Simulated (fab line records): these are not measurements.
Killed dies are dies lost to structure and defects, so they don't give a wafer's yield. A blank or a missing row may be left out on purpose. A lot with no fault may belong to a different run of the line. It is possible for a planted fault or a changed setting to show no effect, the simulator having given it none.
Struck lot and sound lot, side by side :: flow sky130 :: 15 out of 708 route steps
Sound: the wafers L939.3, L939.4, L939.5. Struck: wafer L951.6 (left out: L951.3, a lot-mate that was not struck); the cause follows at the end.
Order at every step that has rows: each side's tool, ch and its chambers, its first start. Under that, the readings that differ: sound wafers :: struck wafers :: difference of the means :: sigmas: that difference in standard deviations of wafers without a fault.
alike: readings with means less than 2 such deviations apart, plus words and numbers identical on both sides. not compared: withheld readings, readings lacking a value on some wafer, bounds such as >300 that could conceal the same value, and numbers that have no deviation in the record and whose values overlap.
Wherever a step has rows on one side only, a row that says differs or no value, or a row with sigmas, the two part there. Numbers that don't overlap but have no deviation are shown without sigmas and don't part them. Lack of a reading on every wafer of one side parts them only where that side has two or more wafers.

SKY_CAP2M_THK_MEAS_01:
  struck on film-metro-04, day 45 05:55; sound on film-metro-04, day 40 17:18
  alike: CAP2M_CVD_00_THK
SKY_CAP2M_SPUTTER_02: material TiN, target thk 200 nm, time 166.7 s.
  struck on pvd-sputter-01, day 45 05:58; sound on pvd-sputter-02, day 40 17:20
  alike: chamber-pressure-pa, throttle-valve-pct
SKY_CAP2M_RS_MEAS_03: measurement is done with a four-point probe.
  struck on film-metro-01, day 45 06:06; sound on film-metro-04, day 40 17:29
  alike: CAP2M_TIN_RS
SKY_CAP2M_THK_MEAS_04: measures by xrf.
  struck on film-metro-01, day 45 06:12; sound on film-metro-04, day 40 17:35
  alike: CAP2M_TIN_THK
then, 7 steps without rows for these wafers: SKY_CAP2M_DEHYDRATE_05 (time 60 s); SKY_CAP2M_HMDS_06 (prime time 60 s); SKY_CAP2M_COAT_07 (resist thk 1140 nm); SKY_CAP2M_SOFTBAKE_08 (time 60 s); SKY_CAP2M_EXPOSE_09 (exposes mask CAP2M, target cd 1000 nm); SKY_CAP2M_PEB_10; SKY_CAP2M_DEVELOP_11 (develop time 60 s).
SKY_CAP2M_OVL_MEAS_12:
  struck on overlay-01, day 46 02:30; sound on overlay-01, day 41 18:30
  alike: CAP2M_OVL
SKY_CAP2M_METAL_ETCH_13: etches TiN in Cl2/BCl3, stops on SiO2, target depth 220 nm, time 62.9 s.
  sound on rie-metal-02 ch 0,1, day 41 18:33; struck on rie-metal-04 ch 1, day 46 02:33
reading: oes-product-au (a.u.)
sound: 0.930 0.940 0.935
struck: 0.996
difference: +0.061
sigmas: +8

reading: run-length-s (s)
sound: 90.8 90.8 91.2
struck: 87.0
difference: -3.9
sigmas: -12

reading: throttle-valve-pct (%)
sound: 21.902 21.910 21.907
struck: 21.883
difference: -0.023
sigmas: -2

reading: model.NOVOLAK_of_CAP2M_COAT_07.thk-nm (nm)
sound: 990.4 990.6 990
struck: 1002
difference: +12
sigmas: 
  alike: bcl3-flow-sccm, drypump-motor-current-A, mfc-cl2-sccm
  not compared: bias-w, rf-hours-counter-h
SKY_CAP2M_STRIP_14: strips in O2/N2.
  sound on plasma-asher-04 ch 0,1, day 41 18:38; struck on plasma-asher-04 ch 1, day 46 02:38
reading: strip-time-to-endpoint-s (s)
sound: 12.64 12.63 12.62
struck: 12.77
difference: +0.14
sigmas: +3
  alike: drypump-motor-current-A, oes-product-au
  not compared: rf-hours-counter-h
following that, these wafers have no rows for 1 step: SKY_PAD_OPEN_PROBE_99.

WHERE THEY PART
Last at SKY_CAP2M_STRIP_14 as far as this record goes, first at SKY_CAP2M_METAL_ETCH_13.

WHY: what had been put in by the simulator
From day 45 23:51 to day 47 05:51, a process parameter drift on rie-metal-04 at SKY_CAP2M_METAL_ETCH_13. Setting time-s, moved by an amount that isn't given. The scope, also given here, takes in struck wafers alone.
